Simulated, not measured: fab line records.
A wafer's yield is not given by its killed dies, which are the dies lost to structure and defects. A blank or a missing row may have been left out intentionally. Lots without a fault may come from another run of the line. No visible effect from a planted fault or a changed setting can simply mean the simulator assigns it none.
fab line records	flow sfq-line
[record] lots = 14	wafers = 42	last-day = 86
route steps=325 shown M0@41 I3@146 JJ@182
lots that met no fault: taken from a fault-free run of the same line
start-h: the number of hours between the record's first day and the start of the first shown wafer of the lot	wait-h: hours elapsed since this lot's preceding step	" unchanged from the row above	L1.1+2: one row covering several wafers at once	- value missing, or start not given	* or withheld: withheld	< > ~ a bound
route shown NAME@n: names a module that has steps shown in the file, with the first one's number in the route	usual: mean and standard deviation over wafers with no fault	same: alike in all rows	chamber/n: place in a boat	sites: per-site readings	_std_site: standard deviation across them	_edge_site: mean of outer sites minus mean of inner sites	radius-mm: for every site, how far away it sits from the centre of the wafer	mask NAME#n: copy n	behind: the last tool/chamber to shape the wafer	hold: why the lot was held/for how many hours/how that ended	device: whichever transistor did not switch (one of n, p or np)	end of line: the tests these same wafers got at the end of their route	a step with no rows: only its recipe	killed: dies that structure and defects cost at the first sort, which is not the same as the wafer's yield	map: a wafer's dies, marking killed ones x, the rest . and places with no die _
set.NAME: the run value of the setting; set.NAME@STEP: its run value at that earlier step	model.NAME: the simulator's own value behind a step, which no gauge read
one table for each step of the route and one row for each wafer, over a sample of lots
services: the hour from which a tool's chamber was out of use, counted from the record's first day as start-h (under 0 if before that day), plus the number of hours and why
[[steps]]
[step SFQ_TRILAYER_M0_STRIP_STRIP_025]
[recipe] gas = O2	power-w = 200	platen-temp-c = 40	overash-fraction = 0.65	chemistry = O2	pressure-mtorr = 50
[usual] drypump-motor-current-A = 5.4/0.5	oes-product-au = 0.999/0.007
lot.wafer	tool	chamber	start-h	wait-h	drypump-motor-current-A	oes-product-au	rf-hours-counter-h
L180.2	rie-metal-01	0	136.31	0.1	5.4	0.999	73
L180.4	"	1	"	"	5.4	0.999	-
L180.6	"	0	"	"	5.4	0.999	-
L181.1	rie-metal-01	0	139.91	0.1	5.4	1.005	74
L181.3	"	1	"	"	5.4	0.998	-
L181.6	"	1	"	"	5.4	1.000	-
L182.1	rie-metal-03	0	147.21	0.1	5.1	0.999	13
L182.3	"	0	"	"	5.1	1.002	-
L182.4	"	1	"	"	6.4	0.995	-
L183.1	rie-metal-03	1	158.01	0.1	6.4	0.999	186
L183.2	"	0	"	"	5.1	1.005	15
L183.5	"	1	"	"	6.4	1.001	-
L187.2	rie-metal-04	1	177.76	0.1	5.4	0.998	17
L187.4	"	1	"	"	5.5	0.994	-
L187.6	"	0	"	"	4.9	0.999	-
L188.2	rie-metal-03	0	182.56	0.1	5.1	1.002	19
L188.3	"	0	"	"	5.1	1.000	-
L188.6	"	0	"	"	5.1	1.005	-
L189.1	rie-metal-04	0	186.16	0.1	4.9	1.000	90
L189.3	"	1	"	"	5.5	0.991	-
L189.6	"	0	"	"	4.9	1.003	-
L190.3	rie-metal-03	0	191.16	0.2	5.1	1.006	-
L190.4	"	1	"	"	6.4	0.994	-
L190.6	"	1	"	"	6.4	0.992	-
L192.2	rie-metal-04	1	204.16	0.1	5.4	0.996	22
L192.3	"	0	"	"	4.9	1.001	-
L192.6	"	0	"	"	4.9	1.000	-
L193.1	rie-metal-04	1	208.96	0.1	5.5	0.999	23
L193.3	"	1	"	"	5.5	1.001	-
L193.4	"	0	"	"	4.9	1.007	-
L196.1	rie-metal-04	1	222.16	0.1	5.5	0.988	26
L196.2	"	0	"	"	4.9	0.998	97
L196.3	"	1	"	"	5.5	0.993	-
L198.2	rie-metal-04	1	240.16	0.1	5.4	1.001	30
L198.5	"	0	"	"	4.9	1.006	-
L198.6	"	1	"	"	5.4	0.988	-
L200.1	rie-metal-03	0	254.56	0.1	5.1	1.007	36
L200.4	"	0	"	"	5.1	1.002	-
L200.5	"	1	"	"	6.4	0.998	-
L202.3	rie-metal-03	0	263.16	0.2	5.1	0.999	-
L202.4	"	1	"	"	6.4	0.995	-
L202.5	"	0	"	"	5.1	1.000	-
[step SFQ_TRILAYER_I3_VIA_STRIP_STRIP_089]
[recipe] gas = O2	power-w = 200	platen-temp-c = 40	overash-fraction = 0.65	chemistry = O2	pressure-mtorr = 50
[usual] drypump-motor-current-A = 5.6/0.43	oes-product-au = 0.998/0.0067
lot.wafer	tool	chamber	start-h	wait-h	drypump-motor-current-A	oes-product-au	rf-hours-counter-h
L180.2	rie-metal-01	1	711.45	-	5.4	1.007	117
L180.4	"	1	"	"	5.4	1.023	-
L180.6	"	0	"	"	5.4	1.007	-
L181.1	rie-metal-03	1	722.73	-	6.4	0.991	76
L181.3	"	0	"	"	5.1	0.997	-
L181.6	"	1	"	"	6.4	1.000	-
L182.1	rie-metal-01	0	737.13	-	5.3	0.993	4
L182.3	"	1	"	"	5.4	1.001	-
L182.4	"	0	"	"	5.3	0.995	-
L183.1	rie-metal-01	1	800.73	-	5.4	0.990	129
L183.2	"	0	"	"	5.3	0.983	15
L183.5	"	1	"	"	5.4	1.002	-
L187.2	rie-metal-03	0	896.95	-	5.1	0.988	137
L187.4	"	1	"	"	6.4	0.998	-
L187.6	"	1	"	"	6.4	1.006	-
L188.2	rie-metal-03	0	900.96	-	5.1	1.001	138
L188.3	"	0	"	"	5.1	0.997	-
L188.6	"	1	"	"	6.4	1.003	-
L189.1	rie-metal-01	0	902.16	-	5.3	1.002	31
L189.3	"	1	"	"	5.4	1.004	-
L189.6	"	0	"	"	5.3	0.996	-
L190.3	rie-metal-03	0	905.28	-	5.1	1.001	-
L190.4	"	1	"	"	6.4	0.996	-
L190.6	"	0	"	"	5.1	0.996	-
L192.2	rie-metal-02	0	909.96	-	5.5	0.995	114
L192.3	"	0	"	"	5.5	1.011	-
L192.6	"	0	"	"	5.5	0.995	-
L193.1	rie-metal-03	0	911.16	-	5.1	0.998	139
L193.3	"	0	"	"	5.1	1.006	-
L193.4	"	1	"	"	6.4	1.015	-
L196.1	rie-metal-03	1	920.14	-	6.4	1.000	107
L196.2	"	0	"	"	5.1	0.999	139
L196.3	"	0	"	"	5.1	0.989	-
L198.2	rie-metal-01	1	926.68	-	5.4	0.997	-
L198.5	"	1	"	"	5.4	0.990	-
L198.6	"	1	"	"	5.4	1.003	-
L200.1	rie-metal-02	1	930.08	-	5.7	0.992	153
L200.4	"	0	"	"	5.5	0.992	-
L200.5	"	1	"	"	5.7	0.998	-
L202.3	rie-metal-01	0	937.40	-	5.3	0.999	-
L202.4	"	1	"	"	5.4	0.997	-
L202.5	"	1	"	"	5.4	0.989	-
[step SFQ_TRILAYER_JJ_TRILAYER_DEP_SPUTTER_112]
[recipe] material = Nb	base-pressure-pa = 1.33e-06	chamber-pressure-pa = 0.1333	substrate-temp-c = 20	target-thk-nm = 170	power-w = 2000	time-s = 113.3
[usual] throttle-valve-pct = 30.0/1.1
lot.wafer	tool	chamber	start-h	wait-h	throttle-valve-pct
L180.2	pvd-sputter-06	-	1034.38	0.5	31.3
L180.4	"	-	"	"	30.5
L180.6	"	-	"	"	31.2
L181.1	pvd-sputter-06	-	1037.98	0.5	29.0
L181.3	"	-	"	"	30.5
L181.6	"	-	"	"	30.7
L182.1	pvd-sputter-03	-	1048.43	0.5	27.7
L182.3	"	-	"	"	28.7
L182.4	"	-	"	"	30.3
L183.1	pvd-sputter-05	-	1113.66	0.5	31.1
L183.2	"	-	"	"	30.4
L183.5	"	-	"	"	29.4
L187.2	pvd-sputter-05	-	1183.80	1.0	29.2
L187.4	"	-	"	"	31.3
L187.6	"	-	"	"	31.3
L188.2	pvd-sputter-03	-	1185.57	0.5	31.6
L188.3	"	-	"	"	28.7
L188.6	"	-	"	"	27.7
L189.1	pvd-sputter-05	-	1187.97	0.5	30.3
L189.3	"	-	"	"	31.2
L189.6	"	-	"	"	30.5
L190.3	pvd-sputter-06	-	1189.34	0.5	30.6
L190.4	"	-	"	"	31.4
L190.6	"	-	"	"	29.2
L192.2	pvd-sputter-05	-	1194.65	0.5	30.6
L192.3	"	-	"	"	29.4
L192.6	"	-	"	"	31.2
L193.1	pvd-sputter-03	-	1195.67	0.5	31.4
L193.3	"	-	"	"	27.9
L193.4	"	-	"	"	30.3
L196.1	pvd-sputter-03	-	1201.67	0.5	30.4
L196.2	"	-	"	"	27.6
L196.3	"	-	"	"	31.6
L198.2	pvd-sputter-03	-	1205.27	0.5	30.6
L198.5	"	-	"	"	30.8
L198.6	"	-	"	"	28.7
L200.1	pvd-sputter-03	-	1208.87	0.5	31.9
L200.4	"	-	"	"	27.8
L200.5	"	-	"	"	30.4
L202.3	pvd-sputter-03	-	1212.47	0.5	30.4
L202.4	"	-	"	"	31.7
L202.5	"	-	"	"	28.8
[step SFQ_JJ_RS_MEAS_929]
[recipe] thk-meas-gauge = four-point-probe	reads = Nb_of_TRILAYER_JJ_TRILAYER_DEP_SPUTTER_112
[usual] JJ_NB_RS = 1.052/0.0096
lot.wafer	tool	chamber	start-h	wait-h	JJ_NB_RS[ohm/sq]
L180.2	film-metro-01	-	1034.48	0.1	1.053
L180.4	"	-	"	"	1.051
L180.6	"	-	"	"	1.052
L181.1	film-metro-02	-	1038.06	0.0	1.075
L181.3	"	-	"	"	1.063
L181.6	"	-	"	"	1.073
L182.1	film-metro-02	-	1048.52	0.0	1.066
L182.3	"	-	"	"	1.050
L182.4	"	-	"	"	1.046
L183.1	film-metro-01	-	1113.74	0.0	1.045
L183.2	"	-	"	"	1.047
L183.5	"	-	"	"	1.055
L187.2	film-metro-02	-	1183.97	0.1	1.069
L187.4	"	-	"	"	1.051
L187.6	"	-	"	"	1.064
L188.2	film-metro-01	-	1185.67	0.1	1.044
L188.3	"	-	"	"	1.047
L188.6	"	-	"	"	1.047
L189.1	film-metro-03	-	1188.05	0.0	1.180
L189.3	"	-	"	"	1.161
L189.6	"	-	"	"	1.050
L190.3	film-metro-02	-	1189.46	0.1	1.054
L190.4	"	-	"	"	1.042
L190.6	"	-	"	"	1.052
L192.2	film-metro-03	-	1194.75	0.1	1.049
L192.3	"	-	"	"	1.178
L192.6	"	-	"	"	1.036
L193.1	film-metro-01	-	1195.75	0.0	1.050
L193.3	"	-	"	"	1.049
L193.4	"	-	"	"	1.054
L196.1	film-metro-02	-	1201.75	0.0	1.051
L196.2	"	-	"	"	1.060
L196.3	"	-	"	"	1.039
L198.2	film-metro-02	-	1205.37	0.1	1.045
L198.5	"	-	"	"	1.041
L198.6	"	-	"	"	1.044
L200.1	film-metro-03	-	1208.95	0.0	1.060
L200.4	"	-	"	"	1.073
L200.5	"	-	"	"	1.066
L202.3	film-metro-02	-	1212.59	0.1	1.056
L202.4	"	-	"	"	1.056
L202.5	"	-	"	"	1.059
[step SFQ_TRILAYER_JJ_CE_ETCH_RIE_118]
[recipe] target = Nb	stop-on = Al2O3	mask-material = PR	taper-deg = 13.257	over-etch-frac = 0.15	time-s = 97.7	chemistry = SF6	target-depth-nm = 170	icp-w = 600	bias-w = 80	pressure-mtorr = 10
[usual] drypump-motor-current-A = 5.33/0.25	oes-product-au = 0.988/0.0063
lot.wafer	tool	chamber	start-h	wait-h	drypump-motor-current-A	oes-product-au	rf-hours-counter-h
L180.2	rie-metal-04	0	1159.70	0.1	4.89	0.984	83
L180.4	"	1	"	"	5.44	0.992	-
L180.6	"	1	"	"	5.46	0.990	-
L181.1	rie-metal-02	1	1165.79	0.2	5.67	0.984	21
L181.3	"	1	"	"	5.70	0.990	-
L181.6	"	1	"	"	5.66	0.989	-
L182.1	rie-metal-04	1	1174.39	0.1	5.45	0.983	21
L182.3	"	0	"	"	4.88	0.987	-
L182.4	"	1	"	"	5.46	0.991	-
L183.1	rie-metal-02	1	1234.64	0.1	5.66	0.977	33
L183.2	"	0	"	"	5.48	0.985	5
L183.5	"	0	"	"	5.47	0.988	-
L187.2	rie-metal-01	0	1311.44	0.1	5.36	0.978	83
L187.4	"	0	"	"	5.35	0.997	-
L187.6	"	0	"	"	5.34	0.992	-
L188.2	rie-metal-04	1	1312.64	0.1	5.47	0.997	33
L188.3	"	0	"	"	4.85	0.994	-
L188.6	"	0	"	"	4.85	0.997	-
L189.1	rie-metal-02	0	1315.04	0.1	5.48	0.931	16
L189.3	"	1	"	"	5.65	0.940	-
L189.6	"	1	"	"	5.69	0.984	-
L190.3	rie-metal-01	0	1316.28	0.1	5.30	0.987	-
L190.4	"	1	"	"	5.38	0.989	-
L190.6	"	1	"	"	5.38	0.991	-
L192.2	rie-metal-01	1	1323.44	0.1	5.41	0.996	34
L192.3	"	0	"	"	5.37	0.940	-
L192.6	"	0	"	"	5.37	0.984	-
L193.1	rie-metal-04	0	1324.64	0.1	4.87	0.991	100
L193.3	"	0	"	"	4.90	0.993	-
L193.4	"	1	"	"	5.47	0.997	-
L196.1	rie-metal-04	1	1333.04	0.1	5.45	0.993	35
L196.2	"	0	"	"	4.87	0.992	101
L196.3	"	1	"	"	5.43	0.990	-
L198.2	rie-metal-04	1	1337.84	0.1	5.44	0.986	36
L198.5	"	0	"	"	4.87	1.000	-
L198.6	"	1	"	"	5.46	0.979	-
L200.1	rie-metal-01	0	1343.97	0.1	5.36	0.984	88
L200.4	"	1	"	"	5.41	0.985	-
L200.5	"	0	"	"	5.34	0.993	-
L202.3	rie-metal-01	0	1348.80	0.1	5.36	0.989	-
L202.4	"	1	"	"	5.40	0.987	-
L202.5	"	1	"	"	5.39	0.983	-
[step SFQ_TRILAYER_JJ_CE_STRIP_STRIP_120]
[recipe] gas = O2	power-w = 200	platen-temp-c = 40	overash-fraction = 0.65	chemistry = O2	pressure-mtorr = 50
[usual] drypump-motor-current-A = 5.45/0.22	oes-product-au = 0.998/0.0073
lot.wafer	tool	chamber	start-h	wait-h	drypump-motor-current-A	oes-product-au	rf-hours-counter-h
L180.2	rie-metal-02	0	1160.30	0.0	5.48	0.989	145
L180.4	"	1	"	"	5.72	0.986	-
L180.6	"	0	"	"	5.48	1.000	-
L181.1	rie-metal-01	1	1166.50	0.0	5.39	0.991	19
L181.3	"	0	"	"	5.32	0.995	-
L181.6	"	0	"	"	5.34	0.988	-
L182.1	rie-metal-02	1	1175.00	0.0	5.65	1.003	24
L182.3	"	1	"	"	5.65	0.999	-
L182.4	"	1	"	"	5.65	0.994	-
L183.1	rie-metal-01	0	1235.25	0.0	5.34	0.989	76
L183.2	"	1	"	"	5.40	0.994	26
L183.5	"	1	"	"	5.39	0.995	-
L187.2	rie-metal-02	1	1312.05	0.0	5.68	0.988	42
L187.4	"	0	"	"	5.46	0.991	-
L187.6	"	1	"	"	5.69	0.995	-
L188.2	rie-metal-01	1	1313.29	0.0	5.38	1.006	33
L188.3	"	0	"	"	5.33	1.003	-
L188.6	"	0	"	"	5.34	0.999	-
L189.1	rie-metal-04	1	1315.65	0.0	5.46	0.995	33
L189.3	"	0	"	"	4.89	0.999	-
L189.6	"	1	"	"	5.46	1.022	-
L190.3	rie-metal-02	1	1317.09	0.2	5.67	0.996	-
L190.4	"	0	"	"	5.51	0.987	-
L190.6	"	1	"	"	5.67	1.001	-
L192.2	rie-metal-02	0	1324.05	0.0	5.48	0.997	17
L192.3	"	0	"	"	5.49	0.991	-
L192.6	"	0	"	"	5.49	0.990	-
L193.1	rie-metal-01	1	1325.25	0.0	5.38	1.002	35
L193.3	"	1	"	"	5.38	1.004	-
L193.4	"	0	"	"	5.35	1.003	-
L196.1	rie-metal-02	0	1333.65	0.0	5.49	0.996	18
L196.2	"	1	"	"	5.72	0.995	45
L196.3	"	0	"	"	5.49	0.995	-
L198.2	rie-metal-02	1	1338.45	0.0	5.69	1.002	45
L198.5	"	1	"	"	5.66	1.009	-
L198.6	"	0	"	"	5.48	0.990	-
L200.1	rie-metal-04	0	1344.57	0.0	4.87	1.003	103
L200.4	"	0	"	"	4.88	0.995	-
L200.5	"	0	"	"	4.88	1.003	-
L202.3	rie-metal-04	0	1349.57	0.2	4.89	0.995	-
L202.4	"	1	"	"	5.46	1.009	-
L202.5	"	0	"	"	4.89	0.999	-
[[services]]
tool	chamber	start-h	hours	kind
rie-metal-03	-	113.25	3.7	repair
rie-metal-04	0	197.34	3.8	repair
rie-metal-01	1	201.06	4.0	repair
rie-metal-04	-	234.97	1.4	pm
rie-metal-04	-	246.62	0.6	repair
rie-metal-02	-	254.97	2.8	pm
rie-metal-01	0	303.92	1.1	repair
rie-metal-02	1	332.00	11.1	repair
rie-metal-04	1	332.29	11.3	repair
rie-metal-02	0	345.60	3.7	repair
rie-metal-01	-	354.57	0.5	repair
rie-metal-01	-	436.29	0.4	repair
rie-metal-03	-	455.45	28.1	pm
rie-metal-01	-	484.38	0.6	repair
rie-metal-04	-	504.65	2.8	pm
rie-metal-01	1	509.90	7.3	repair
rie-metal-04	1	646.70	8.3	repair
rie-metal-04	1	663.43	10.3	repair
rie-metal-01	1	664.16	7.1	repair
rie-metal-01	1	787.70	9.2	repair
rie-metal-01	0	926.30	4.1	repair
rie-metal-01	-	1123.86	2.8	pm
rie-metal-01	-	1185.28	0.4	repair
rie-metal-04	-	1263.83	28.1	pm
[[key]]
[first-sign] step = SFQ_JJ_RS_MEAS_929	reading = JJ_NB_RS	direction = up	sigmas = 13	usual = 1.052	struck = 1.173
[effect] step = SFQ_TRILAYER_JJ_CE_ETCH_RIE_118	reading = oes-product-au	direction = down	sigmas = 8.1	usual = 0.988	struck = 0.937
met-at SFQ_TRILAYER_JJ_TRILAYER_DEP_SPUTTER_112
struck-lots L189,L192
struck-wafers L189.1,L189.3,L192.3
not-acting-at SFQ_TRILAYER_M0_STRIP_STRIP_025,SFQ_TRILAYER_I3_VIA_STRIP_STRIP_089,SFQ_TRILAYER_JJ_CE_STRIP_STRIP_120
onset-between 1183.80 1187.97
[fault] kind = process-parameter-drift	tool = pvd-sputter-05	chamber = -	onset-h = 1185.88	steps = SFQ_TRILAYER_JJ_TRILAYER_DEP_SPUTTER_112	channel = time-s	offset = *	shape = step	end-h = 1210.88	scope = struck-wafers-only	acts-in = *	stated = *
